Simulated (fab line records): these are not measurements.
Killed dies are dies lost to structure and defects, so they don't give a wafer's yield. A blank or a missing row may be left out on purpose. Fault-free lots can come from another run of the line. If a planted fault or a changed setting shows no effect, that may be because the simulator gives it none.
Problem report in the 8D (eight disciplines) form, filled by code | flow sky130 | the parts of the form that need people (team, actions taken, sign-off) are left out

== 1. WHAT IS WRONG ==
Wafers free of any fault read 4019 (standard deviation 32) for SD_N_TW at SKY_SD_N_TW_MEAS_12, against a mean of 3813 on 6 wafers of 2 lots. That puts it -6.4 standard deviations away from the usual mean.
Seen first at day 32 20:57 on film metro-04, wafer L438.2. At this step, 30 wafers from 10 lots have a number in the record. Rule for "out" (also "out of limits"): further than 4 standard deviations from the usual mean. Any other wafer with a number is counted as sound.

== 2. WHAT IT IS AND WHAT IT IS NOT ==
question                    | is                     | is not
which readings at this step | SD_N_TW                | -
which lots                  | L438, L445             | L430, L431, L434, L435, L442, L447, L449, L452
which wafers of those lots  | all that have a number | -
read on which gauges        | film metro-04          | film metro-02, film metro-03
when                        | from day 32 20:57      | up to then (15 sound wafers); but 9 sound wafers of L447, L449, L452 came after

== 3. WHAT RULES OUT EACH SUSPECT ==
Counting: a tool at any process step up to the reading remains a suspect when it ran all the lots that are out and ran no sound lot after the first of those.
- the gauge at SKY_SD_N_TW_MEAS_12 has been ruled out. All the wafers that are out were read on film metro-04, but those of them that SKY_SD_N_IMPLANT_09 has rows for are out there too, on other tools.
- implanter-02 at SKY_SD_N_IMPLANT_09: kept. Every lot that is out went through it, starting with L438 (day 32 20:30), and after that it ran no sound lot; the last sound lot it ran before then is L435 (day 32 17:37). Out on those wafers are its own readings of beam energy keV.
- plasma asher-03 at SKY_SD_N_STRIP_11 (strips in O2/N2): ruled out as a lasting fault. Sound lots L452 ran on it after its first lot that is out, L438 (day 32 20:47).
After counting, what remains is implanter-02 at SKY_SD_N_IMPLANT_09.

== 4. THE CAUSE (what the simulator had put in) ==
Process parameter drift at SKY_SD_N_IMPLANT_09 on implanter-02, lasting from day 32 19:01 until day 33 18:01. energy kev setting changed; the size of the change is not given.
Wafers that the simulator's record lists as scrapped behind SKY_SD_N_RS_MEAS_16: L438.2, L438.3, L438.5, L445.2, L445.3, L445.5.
This tool alone remained once counting was done.

== 5. SEQUENCE OF EFFECTS, ordered by route ==
Each row: a reading whose mean over the struck wafers that have a number lies more than 3 standard deviations from the usual. Only readings for which the record gives a usual standard deviation are gone through. hours: the time from each lot's start at the first step in this table that gives one to its start at this step, as a median over the lots. sigmas: the change in usual standard deviations.
hours | step                | reading                  | usual        | on struck wafers | change  | sigmas
0     | SKY_SD_N_IMPLANT_09 | beam energy keV          | 50.003       | 39.910           | -10.093 | -99 or more
0     | SKY_SD_N_STRIP_11   | oes product au           | 0.526 a.u.   | 0.549            | +0.023  | +5.1
0     | SKY_SD_N_STRIP_11   | strip time to endpoint s | 22.43 s      | 20.88            | -1.55   | -41
0     | SKY_SD_N_TW_MEAS_12 | SD_N_TW                  | 4019         | 3813             | -206    | -6.4
4     | SKY_SD_N_RS_MEAS_16 | SD_N_RS                  | 68.46 ohm/sq | 76.47            | +8.02   | +62
Its process steps:
- SKY_SD_N_IMPLANT_09
- SKY_SD_N_STRIP_11: strips in O2/N2.

== 6. HOW IT WOULD HAVE BEEN CAUGHT EARLIER ==
In this record the first reading out of limits at a measuring or inspecting step was taken at day 32 20:57, 2 hours after the fault began at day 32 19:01.
The tool's own readings at SKY_SD_N_IMPLANT_09 were out on every struck wafer that the step has a row for (beam energy keV): an alarm limit on them would have fired on the first of those.
Lots out: 2; of these, L445 started SKY_SD_N_IMPLANT_09 on implanter-02 after day 32 20:57. Holding the tool at that time would have saved it.
